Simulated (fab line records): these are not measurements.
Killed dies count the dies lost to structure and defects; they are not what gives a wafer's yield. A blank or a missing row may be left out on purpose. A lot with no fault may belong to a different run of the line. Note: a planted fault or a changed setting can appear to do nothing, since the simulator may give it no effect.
What tool caused it? | flow gf180mcu | Sampling: 14 lots, 42 wafers, 3 of 602 route steps

WHAT THE GAUGES SHOWED, per wafer
GF_TOP_METAL_OVL_MEAS_15.
lot  | measured     | on         | TOP_METAL_OVL (nm)
L256 | day 28 16:20 | overlay-02 | 3.3 0.8 1.3
L258 | day 28 21:50 | overlay-02 | -1.3 -2.2 -0.2
L260 | day 29 08:08 | overlay-02 | -0.1 -0.3 0.7
L262 | day 30 10:05 | overlay-01 | 1.1 -0.5 0.3
L263 | day 30 11:14 | overlay-02 | 0.1 1.2 1.0
L264 | day 30 13:22 | overlay-02 | -0.4 -0.6 -0.7
L265 | day 30 22:57 | overlay-02 | -0.4 0.3 0.7
L266 | day 31 12:41 | overlay-02 | -2.1 -2.3 -2.1
L272 | day 33 00:29 | overlay-02 | 1.2 -0.2 -0.1
L273 | day 33 08:11 | overlay-01 | 2.1 3.9 2.5
L274 | day 33 10:25 | overlay-01 | 0.4 -0.3 0.2
L276 | day 33 19:14 | overlay-02 | 0.1 -0.5 0.1
L278 | day 34 03:18 | overlay-01 | 1.1 1.9 2.2
L279 | day 34 07:48 | overlay-01 | -1.1 -2.6 -1.8

WHICH TOOL RAN EACH LOT (tool, then ch and the chambers of the sampled wafers, then the start)
lot  | GF_CONTACT_ETCH_16                 | GF_V5_CMP_26
L256 | rie-diel-04 ch 1,2,3, day 16 15:26 | cmp-01 ch 0,1,3, day 27 19:54
L258 | rie-diel-01 ch 0,2,3, day 17 00:23 | cmp-02 ch 0,1, day 28 01:38
L260 | rie-diel-04 ch 0,1,2, day 17 12:19 | cmp-02 ch 2,3, day 28 12:34
L262 | rie-diel-01 ch 1,2,3, day 18 18:47 | cmp-02 ch 1,2,3, day 29 15:10
L263 | rie-diel-03 ch 0,1,3, day 18 21:29 | cmp-02 ch 2,3, day 29 15:53
L264 | rie-diel-01 ch 1,2, day 19 00:44   | cmp-01 ch 1,2,3, day 29 18:47
L265 | rie-diel-04 ch 1,2, day 19 13:17   | cmp-01 ch 1,2, day 30 04:23
L266 | rie-diel-03 ch 0,1,3, day 20 08:53 | cmp-01 ch 0,1,2, day 30 18:07
L272 | rie-diel-01 ch 1,3, day 22 08:46   | cmp-01 ch 0,1,2, day 32 07:48
L273 | rie-diel-03 ch 0,1, day 22 22:04   | cmp-02 ch 1,2,3, day 32 15:56
L274 | rie-diel-04 ch 0,1,3, day 22 22:11 | cmp-01 ch 2,3, day 32 17:43
L276 | rie-diel-04 ch 0,1,2, day 23 14:52 | cmp-02 ch 0,2,3, day 33 03:14
L278 | rie-diel-03 ch 0,1, day 23 22:10   | cmp-02 ch 0,3, day 33 11:05
L279 | rie-diel-03 ch 2,3, day 24 08:49   | cmp-02 ch 0,1,2, day 33 15:48
- GF_CONTACT_ETCH_16: etches BARC in N2/H2.
- GF_V5_CMP_26: polishes, stops on SiO2, t overpolish 15 s, target thk 0 nm.

AS READ BY THE TOOLS THEMSELVES (means over the sampled wafers that have a number; for cases with no such wafer, the mark the record gives instead)
GF_CONTACT_ETCH_16.
lot  | tool        | drypump-motor-current-A (A) | oes-product-au (a.u.) | throttle-valve-pct (%)
L256 | rie-diel-04 | 5.5                         | 0.851                 | 13.221
L258 | rie-diel-01 | 6.1                         | 0.856                 | 13.231
L260 | rie-diel-04 | 5.4                         | 0.851                 | 13.228
L262 | rie-diel-01 | 6.2                         | 0.856                 | 13.212
L263 | rie-diel-03 | 5.7                         | 0.856                 | 13.229
L264 | rie-diel-01 | 6.3                         | 0.853                 | 13.225
L265 | rie-diel-04 | 5.3                         | 0.850                 | 13.221
L266 | rie-diel-03 | 5.8                         | 0.860                 | 13.216
L272 | rie-diel-01 | 6.1                         | 0.857                 | 13.222
L273 | rie-diel-03 | 5.7                         | 0.850                 | 13.228
L274 | rie-diel-04 | 5.6                         | 0.848                 | 13.221
L276 | rie-diel-04 | 5.4                         | 0.849                 | 13.216
L278 | rie-diel-03 | 5.9                         | 0.854                 | 13.224
L279 | rie-diel-03 | 5.8                         | 0.849                 | 13.221

GF_V5_CMP_26.
lot  | tool   | motor-current-A (A) | overpolish-run-s (s) | retaining-ring-pressure-frac | time-to-endpoint-s (s)
L256 | cmp-01 | 11.5                | 15.001               | 0.998                        | 81
L258 | cmp-02 | 11.3                | 15.005               | 0.998                        | 84
L260 | cmp-02 | 12.0                | 14.999               | 1.000                        | 81
L262 | cmp-02 | 11.1                | 14.999               | 1.002                        | 84
L263 | cmp-02 | 12.6                | 15.005               | 1.003                        | 92
L264 | cmp-01 | 10.9                | 15.000               | 1.004                        | 84
L265 | cmp-01 | 10.3                | 15.005               | 0.997                        | 83
L266 | cmp-01 | 11.1                | 15.003               | 0.991                        | 85
L272 | cmp-01 | 11.0                | 15.004               | 1.002                        | 82
L273 | cmp-02 | 12.0                | 15.007               | 0.995                        | 83
L274 | cmp-01 | 10.8                | 15.001               | 0.997                        | 87
L276 | cmp-02 | 11.7                | 15.001               | 1.005                        | 85
L278 | cmp-02 | 10.7                | 14.999               | 1.000                        | 86
L279 | cmp-02 | 11.9                | 14.994               | 0.997                        | 83

THE ANSWER, worked out from the rows above alone
Rule: the lots themselves supply what counts as usual. Put in order of their means at a reading, lots are off if they are a third of the lots or fewer, leave a main group of 4 or more, and stand apart from it by a gap of 3 or more times the standard deviation of the main group's means; of several such gaps the widest counts. Not used: any main group whose means are identical at the precision the tables above print for the reading. Also off: a lot with no number at a reading for which 4 or more lots have one. The other lots that the step has rows for count as sound. First the gauges in route order, then the tools' own readings, where a lot's mean is used as printed above. At the first step where some lot is off, the reading lying furthest off is the one used; lots without a number count as furthest.
None of the lots is off at any reading shown; this tells nothing.

WHAT THE SIMULATOR PUT IN
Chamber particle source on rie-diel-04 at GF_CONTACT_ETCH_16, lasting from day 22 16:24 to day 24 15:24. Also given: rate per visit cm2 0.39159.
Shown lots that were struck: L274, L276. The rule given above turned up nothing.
